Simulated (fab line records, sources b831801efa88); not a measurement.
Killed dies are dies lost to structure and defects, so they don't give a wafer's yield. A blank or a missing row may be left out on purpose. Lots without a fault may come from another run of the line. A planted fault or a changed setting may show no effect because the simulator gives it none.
Which tool did it? | flow sky130 | 13 lots, 39 wafers sampled, at 1 step of a route of 708

WHAT THE GAUGES READ, wafer by wafer
SKY_SONOS_ONO_OVL_MEAS_14. Usual: SONOS_ONO_OVL 0.0 nm, standard deviation 1.3.
lot  | measured     | on         | SONOS_ONO_OVL (nm) | flag
L786 | day 12 16:29 | overlay-01 | -0.5 1.0 0.5       |
L787 | day 13 01:47 | overlay-01 | -1.0 0.5 -1.9      |
L790 | day 14 00:56 | overlay-01 | 0.5 0.8 0.5        |
L793 | day 15 11:23 | overlay-01 | -0.4 -0.2 0.2      |
L794 | day 15 17:17 | overlay-02 | 0.7 1.3 1.4        |
L795 | day 15 20:14 | overlay-02 | -0.9 -0.5 -0.9     |
L802 | day 18 14:53 | overlay-02 | 2.0 0.1 0.9        |
L801 | day 18 15:08 | overlay-02 | 2.4 0.7 2.1        |
L803 | day 18 18:24 | overlay-01 | -0.6 -3.1 -1.6     |
L804 | day 18 18:32 | overlay-02 | 1.3 1.8 1.0        |
L805 | day 19 02:27 | overlay-02 | -1.4 -2.3 -0.5     |
L807 | day 19 17:53 | overlay-02 | -0.1 0.9 -0.4      |
L809 | day 20 12:59 | overlay-01 | -2.0 -1.2 -1.3     |

WHICH TOOL RAN EACH LOT (tool, then ch and the chambers of the sampled wafers, then the start)
The record holds no process step before these readings.

WHAT THE TOOLS THEMSELVES READ (means of the sampled wafers that have a number; where no wafer has one, the mark that the record gives instead)
The record holds no such reading with a usual standard deviation.

THE ANSWER, worked out from the rows above alone
Rule: a lot is off if the mean of its wafers that have a number lies more than 3 standard deviations from the usual mean. A lot without any number at a reading at which 4 lots or more have one is off too. The other lots that the step has rows for count as sound. The gauges are gone through in route order, then the tools' own readings, and for those a lot's mean is taken as printed above. The first step at which some lot is off is used, and at that step the reading that is off furthest; a lot without a number counts as furthest.
No lot is off at any reading shown: from this, nothing can be told.

WHAT THE SIMULATOR HAD PUT IN
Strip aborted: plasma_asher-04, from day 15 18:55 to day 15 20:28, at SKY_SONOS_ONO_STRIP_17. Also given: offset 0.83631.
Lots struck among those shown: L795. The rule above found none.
